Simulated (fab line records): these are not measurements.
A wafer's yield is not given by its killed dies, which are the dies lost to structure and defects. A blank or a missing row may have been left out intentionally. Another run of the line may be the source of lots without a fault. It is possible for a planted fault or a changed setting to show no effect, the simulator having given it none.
A struck lot beside a sound one    flow sky130    16 steps out of a route of 708
Sound: these wafers, L724.1, L724.2, L724.3. Struck: wafers L738.2, L738.3. (L738.6 of the same lot was not struck and is left out.) The cause comes at the end.
Order at every step that has rows: each side's tool, ch and its chambers, its first start. Under that, the readings that differ: sound wafers    struck wafers    difference of the means    sigmas: that difference in standard deviations of wafers without a fault.
alike: readings with means less than 2 such deviations apart, plus words and numbers identical on both sides. not compared: withheld readings, readings lacking a value on some wafer, bounds such as >300 that could conceal the same value, and numbers that have no deviation in the record and whose values overlap.
The two part at a step that has a row with sigmas, a row that says differs or no value, or rows on one side only. Numbers that have no deviation but don't overlap get no sigmas and don't part them. Lack of a reading on every wafer of one side parts them only where that side has two or more wafers.

first, 3 steps without rows for these wafers: SKY_METAL2_EXPOSE_12 (exposes mask MM2, target cd 140 nm); SKY_METAL2_PEB_13; SKY_METAL2_DEVELOP_14 (develop time 60 s).
SKY_METAL2_CD_MEAS_15 targets a cd of 140 nm.
  sound on cd-sem-02 at day 38 01:58; struck on cd-sem-02 at day 42 10:14
  alike: cd-nm
SKY_METAL2_OVL_MEAS_16:
  sound on overlay-02 at day 38 02:05; struck on overlay-01 at day 42 10:20
  alike: METAL2_OVL
SKY_METAL2_DESCUM_17: chemistry O2, time 8 s.
  sound on rie-metal-01 ch 0,1, day 38 02:08; struck on rie-metal-04 ch 0,1, day 42 10:22
  alike: drypump-motor-current-A, oes-product-au, temp-c
  not compared: rf-hours-counter-h
SKY_METAL2_ETCH_18: etches BARC in N2/H2, stops on SiO2, time 45.9 s, target depth 60 nm.
  sound on rie-metal-01 ch 0,1, day 38 02:10; struck on rie-metal-04 ch 0,1, day 42 10:24
  alike: drypump-motor-current-A, oes-product-au, throttle-valve-pct
  not compared: rf-hours-counter-h
SKY_METAL2_METAL_ETCH_19: etches the open film in Cl2/BCl3, stops on SiO2, target depth 360 nm, time 78 s.
  sound on rie-metal-01 ch 0,1, day 38 02:13; struck on rie-metal-04 ch 0,1, day 42 10:28
  alike: drypump-motor-current-A, oes-product-au, throttle-valve-pct
  not compared: rf-hours-counter-h
SKY_METAL2_STRIP_20: strips in O2/N2.
  sound on plasma-asher-01 ch 0,1, day 38 02:19; struck on plasma-asher-04 ch 0, day 42 10:33
  alike: drypump-motor-current-A, oes-product-au, strip-time-to-endpoint-s
  not compared: rf-hours-counter-h
then, 3 steps without rows for these wafers: SKY_METAL2_STRIP_21 (strips in post etch residue remover, time 1200 s); SKY_METAL2_CLEAN_22 (cleans in IPA, time 180 s); SKY_METAL2_CLEAN_23 (cleans in O3/DIW).
SKY_VIA2_HDPCVD_00: deposits SiO2, target thk 1180 nm, time 196.7 s.
  sound on hdpcvd-02 ch 0,1,2, day 38 02:55; struck on hdpcvd-01 ch 0,1, day 42 11:08
reading                                   sound           struck       difference  sigmas
model.SiO2_of_VIA2_HDPCVD_00.thk-nm (nm)  1177 1190 1171  591.6 593.8  -586.6      
SKY_VIA2_THK_MEAS_01:
  sound on film-metro-01 at day 38 03:03; struck on film-metro-01 at day 42 11:17
reading               sound           struck   difference  sigmas
VIA2_HDPCVD_THK (nm)  1177 1192 1171  592 594  -587        -49
SKY_VIA2_CMP_02: polishes SiO2.
  sound on cmp-02 ch 0,1,3, day 38 03:07; struck on cmp-02 ch 0,2, day 42 11:23
  alike: head-pressure-psi, motor-current-A, slurry-flow-ml-min
-- the record jumps here: 9 days lie between the struck wafers' starts before and after (it left off in module VIA2 and takes up again in module PAD_OPEN, whose first step shown is number 708 of the route) --
SKY_PAD_OPEN_PROBE_99:
  sound on prober-02 at day 48 05:14; struck on prober-02 at day 51 08:59
reading                                sound                struck              difference  sigmas
model.etest.tester.sort-n-pass         401 391 398          241 213             -170        
model.etest.tester.sort-yield-pct (%)  81.5 79.47 80.89     48.98 43.29         -34.49      
model.etest.tester.sort_bin_3_pct (%)  0.4065 0.6098 1.423  35.57 36.99         +35.47      
model.etest.met3-comb.leak-log10-a-um  -12.06 -11.98 -12    -7.014 -7.137       +4.938      
model.etest.tester.sort_bin_8_pct (%)  0 0 0                0.000331 4.506e-06  +0.000168   
  alike: defect-limited-yield, killed_at_M0_to_M3, killed_at_M4_up, killed-at-contacts, killed-at-front-end, killed-at-other, killed-dies, killed-open, killed-short
  not compared: model.etest.tester.sort_bin_4_pct

## WHERE THEY PART
SKY_VIA2_THK_MEAS_01 only, going by this record. Later steps at which nothing parts them and some readings are alike: SKY_VIA2_CMP_02, SKY_PAD_OPEN_PROBE_99.

WHY: whatever the simulator had introduced
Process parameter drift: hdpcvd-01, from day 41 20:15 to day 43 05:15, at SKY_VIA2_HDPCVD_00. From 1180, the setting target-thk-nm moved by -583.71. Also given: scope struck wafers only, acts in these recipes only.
